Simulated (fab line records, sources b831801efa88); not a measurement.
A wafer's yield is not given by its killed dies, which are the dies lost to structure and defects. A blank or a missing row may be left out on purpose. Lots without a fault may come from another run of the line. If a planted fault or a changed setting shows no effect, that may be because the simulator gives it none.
Chamber matching    flow sky130    4 sister chambers for SKY_VIA4_CMP_02 on cmp-01
The step polishes SiO2. 36 wafers are shown with their chamber, then 12 later ones without.

WAFERS PAIRED WITH THEIR CHAMBERS
wafer   chamber  motor_current_A (A)  head_pressure_psi (psi)
L074.1  1        13.5                 4.008
L074.2  3        12.9                 4.004
L074.3  0        11.4                 4.010
L074.4  2        14.7                 3.991
L074.5  2        13.3                 3.997
L074.6  1        13.3                 4.015
L075.4  0        12.9                 4.002
L075.5  2        14.0                 4.002
L075.6  1        13.8                 3.991
L076.3  0        11.8                 3.996
L076.4  1        13.2                 3.994
L076.6  2        13.6                 4.008
L078.1  2        13.5                 4.011
L078.2  1        13.7                 3.987
L078.4  3        13.4                 4.012
L079.2  1        12.5                 3.993
L079.3  3        12.8                 3.999
L079.6  1        13.9                 3.996
L080.3  2        14.0                 4.003
L080.4  0        12.1                 3.986
L080.5  2        13.2                 4.002
L082.1  3        12.2                 4.005
L082.3  0        11.6                 3.985
L082.6  1        13.2                 4.005
L083.2  1        13.3                 3.992
L083.3  3        12.4                 3.991
L083.6  1        13.3                 4.012
L085.1  0        11.5                 4.004
L085.2  3        12.2                 4.014
L085.6  2        13.3                 3.990
L086.1  3        13.0                 4.009
L086.3  0        12.2                 4.014
L086.5  2        13.8                 4.008
L088.1  0        12.8                 4.009
L088.2  2        14.0                 3.999
L088.3  1        13.6                 4.000

SIGNATURES (means of the wafers above)
reading            chamber 0  chamber 1  chamber 2  chamber 3  scatter within a chamber
motor_current_A    12.037     13.391     13.740     12.700     0.463
head_pressure_psi  4.00075    3.99936    4.00110    4.00486    0.00888
Rule: distance of a wafer from a chamber = root of the sum over the readings of ((wafer's reading minus chamber's mean) / reading's scatter) squared. If the next closest chamber is less than 2 further off than the closest, the wafer can't be placed; otherwise it belongs to the closest. The scatter is the square root of a quotient: the sum, over the shown wafers, of each reading's squared deviation from its chamber's mean, divided by wafers minus chambers.

WAFERS WITHOUT THEIR CHAMBER
wafer   motor_current_A (A)  head_pressure_psi (psi)
L091.1  12.2                 3.996
L091.2  13.8                 3.993
L091.5  14.7                 3.991
L093.1  12.4                 4.006
L093.4  13.5                 4.000
L093.5  12.5                 3.994
L093.2  13.2                 3.987
L093.3  11.7                 4.005
L093.6  12.2                 4.000
L095.1  12.3                 3.991
L095.4  14.3                 3.988
L095.5  12.0                 4.003

WHICH CHAMBER EACH ONE RAN IN
wafer   from the rows above                in truth
L091.1  can't be placed: 0 or 3 or 1       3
L091.2  can't be placed: 2 or 1 or 3       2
L091.5  can't be placed: 2 or 1            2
L093.1  can't be placed: 3 or 0 or 1       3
L093.4  can't be placed: 1 or 2 or 3       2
L093.5  can't be placed: 0 or 3 or 1 or 2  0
L093.2  can't be placed: 1 or 2 or 3 or 0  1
L093.3  can't be placed: 0 or 3            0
L093.6  can't be placed: 0 or 3            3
L095.1  can't be placed: 0 or 3 or 1       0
L095.4  can't be placed: 2 or 1            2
L095.5  can't be placed: 0 or 3            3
0 of 12 placed correctly. Unplaceable from these rows: 12, with the true chamber sitting among the candidates in 12. Wrongly placed: 0.
